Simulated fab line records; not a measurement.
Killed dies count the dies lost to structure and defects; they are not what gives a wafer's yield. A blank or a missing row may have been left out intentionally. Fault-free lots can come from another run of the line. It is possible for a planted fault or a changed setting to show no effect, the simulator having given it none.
Which tool is to blame? + flow gf180mcu + 6 lots, 18 wafers sampled, at 4 steps of a route of 602

## WHAT THE GAUGES READ, wafer by wafer
GF_DUAL_GATE_OVL_MEAS_11.
| lot  | measured     | on         | DUAL_GATE_OVL (nm) |
|------|--------------|------------|--------------------|
| L106 | day 9 04:19  | overlay-02 | 0.0 2.2 0.0        |
| L111 | day 10 19:07 | overlay-02 | - - -              |
| L118 | day 12 20:55 | overlay-02 | 0.1 1.3 0.5        |
| L120 | day 13 10:28 | overlay-01 | 0.3 -1.3 1.0       |
| L122 | day 13 22:28 | overlay-01 | 2.7 1.3 1.0        |
| L124 | day 14 11:47 | overlay-02 | 1.2 2.0 2.6        |

## TOOL THAT RAN EACH LOT (tool first, then ch and the chambers of the sampled wafers, then the start)
| lot  | GF_VT_IMPLANT_STRIP_42               | GF_VT_IMPLANT_RTA_45             | GF_DUAL_GATE_EXPOSE_08              |
|------|--------------------------------------|----------------------------------|-------------------------------------|
| L106 | plasma_asher-04 ch 0,1, day 8 08:53  | rtp_anneal-02 ch 0, day 8 09:08  | iline_stepper-01 ch 0, day 8 19:38  |
| L111 | plasma_asher-02 ch 0, day 9 22:08    | rtp_anneal-01 ch 0, day 9 22:26  | iline_stepper-01 ch 0, day 10 10:47 |
| L118 | plasma_asher-02 ch 0,1, day 11 19:55 | rtp_anneal-02 ch 0, day 11 20:08 | iline_stepper-02 ch 0, day 12 11:31 |
| L120 | plasma_asher-03 ch 0,1, day 12 10:44 | rtp_anneal-01 ch 0, day 12 10:56 | iline_stepper-01 ch 0, day 13 00:13 |
| L122 | plasma_asher-04 ch 0,1, day 12 23:28 | rtp_anneal-01 ch 0, day 12 23:40 | iline_stepper-01 ch 0, day 13 12:26 |
| L124 | plasma_asher-03 ch 0,1, day 13 12:43 | rtp_anneal-02 ch 0, day 13 12:55 | iline_stepper-01 ch 0, day 14 01:37 |
- GF_VT_IMPLANT_STRIP_42: strips in O2/N2.
- GF_VT_IMPLANT_RTA_45: time 30 s.
- GF_DUAL_GATE_EXPOSE_08: exposes mask Dualgate, target cd 700 nm.

## THE ANSWER, worked out from the rows above alone
Rule: what is usual is taken from the lots themselves. The widest of any qualifying gaps counts: lots, ordered by their means at a reading, are off when they make up no more than a third of the lots, leave a main group of 4 or more, and stand apart from it by 3 or more times the standard deviation of that group's means. A main group is skipped when, at the precision printed for the reading in the tables above, its means are all equal. A lot without any number at a reading at which 4 lots or more have one is off too. Any other lot the step has rows for is counted as sound.
Off: L111, seen at GF_DUAL_GATE_OVL_MEAS_11 (DUAL_GATE_OVL). Without a number there: L111. Main group: mean 1.0 nm, sd 0.71.
If a tool, at a process step before that reading, ran all the lots that are off and no sound lot after the first of them, it fits. The gauges at GF_DUAL_GATE_OVL_MEAS_11 are tried like those tools. No candidate that was tried fits.

## WHAT WAS PUT IN BY THE SIMULATOR
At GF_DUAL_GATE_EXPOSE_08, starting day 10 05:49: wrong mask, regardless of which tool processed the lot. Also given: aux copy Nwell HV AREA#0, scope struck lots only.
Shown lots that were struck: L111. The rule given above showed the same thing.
